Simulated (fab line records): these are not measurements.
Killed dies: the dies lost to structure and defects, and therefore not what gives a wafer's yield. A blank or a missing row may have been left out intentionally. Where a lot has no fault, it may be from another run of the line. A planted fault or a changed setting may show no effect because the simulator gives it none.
2 desks looking at one fault || flow sky130 || each desk has only its own numbers; what lay behind them comes last

== METROLOGY DESK ==
What the gauges read for every lot (on any tool): the sampled wafers with a number, averaged. Any lot whose mean is over 4 standard deviations away from the usual mean is out of limits and marked OUT; that distance is given in the brackets.
Columns: A = CAPM_CVD_00_THK at SKY_CAPM_THK_MEAS_01, usual 15.41 nm
{"lot": "L802", "first seen here": "day 36 09:04", "A": 15.62}
{"lot": "L803", "first seen here": "day 37 02:26", "A": 15.61}
{"lot": "L805", "first seen here": "day 37 15:45", "A": 15.06}
{"lot": "L804", "first seen here": "day 37 20:28", "A": 15.71}
{"lot": "L806", "first seen here": "day 38 04:31", "A": 15.32}
{"lot": "L810", "first seen here": "day 39 03:43", "A": 15.60}
{"lot": "L812", "first seen here": "day 39 23:20", "A": 16.06}
{"lot": "L813", "first seen here": "day 41 02:18", "A": 16.12}
{"lot": "L815", "first seen here": "day 41 05:25", "A": 15.30}
{"lot": "L818", "first seen here": "day 41 07:59", "A": 15.10}
{"lot": "L819", "first seen here": "day 41 13:15", "A": 15.23}
{"lot": "L820", "first seen here": "day 42 01:48", "A": 15.40}
{"lot": "L823", "first seen here": "day 42 14:34", "A": 15.33}
{"lot": "L824", "first seen here": "day 43 02:09", "A": 15.14}
Finding of this desk: none of the 14 lots has anything out of limits.

== FOR THE TOOL OWNER'S DESK: pecvd-03 ==
The tool's own readings at SKY_CAPM_CVD_00 (deposits SiO2, target thk 15.5 nm): means of the sampled wafers that have a number, for each lot that ran on this tool. Any lot whose mean is over 4 standard deviations away from the usual mean is out of limits and marked OUT; that distance is given in the brackets.
Columns: A = heaterPowerW at SKY_CAPM_CVD_00, usual 657 W; B = rfFwdPowerW at SKY_CAPM_CVD_00, usual 441.3 W
{"lot": "L802", "first seen here": "day 36 09:01", "A": 640, "B": 441.7}
{"lot": "L804", "first seen here": "day 37 20:26", "A": 639, "B": 444.0}
{"lot": "L810", "first seen here": "day 39 03:40", "A": 715, "B": 441.4}
{"lot": "L812", "first seen here": "day 39 23:19", "A": 594, "B": "514.0 (+30) OUT"}
{"lot": "L813", "first seen here": "day 41 02:16", "A": 654, "B": "513.1 (+30) OUT"}
This desk's finding: out of limits on L812, L813; first on L812, day 39 23:19 (rfFwdPowerW at SKY_CAPM_CVD_00). Within limits: L802, L804, L810.

== BROUGHT TOGETHER ==
An alarm could have come from the tool owner's desk at day 39 23:19, on L812, L813.
From the metrology desk's view, nothing was out of limits.
The metrology desk has L812, L813 on record, within its limits.
On pecvd-03, each named lot ran SKY_CAPM_CVD_00.

== WHAT THE SIMULATOR PUT IN ==
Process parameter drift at SKY_CAPM_CVD_00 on pecvd-03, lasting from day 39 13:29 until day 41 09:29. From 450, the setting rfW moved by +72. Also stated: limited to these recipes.
Shown lots that were struck: L812, L813.
Hours from the fault's start to each desk's first reading out of limits: the tool owner's desk, 10.
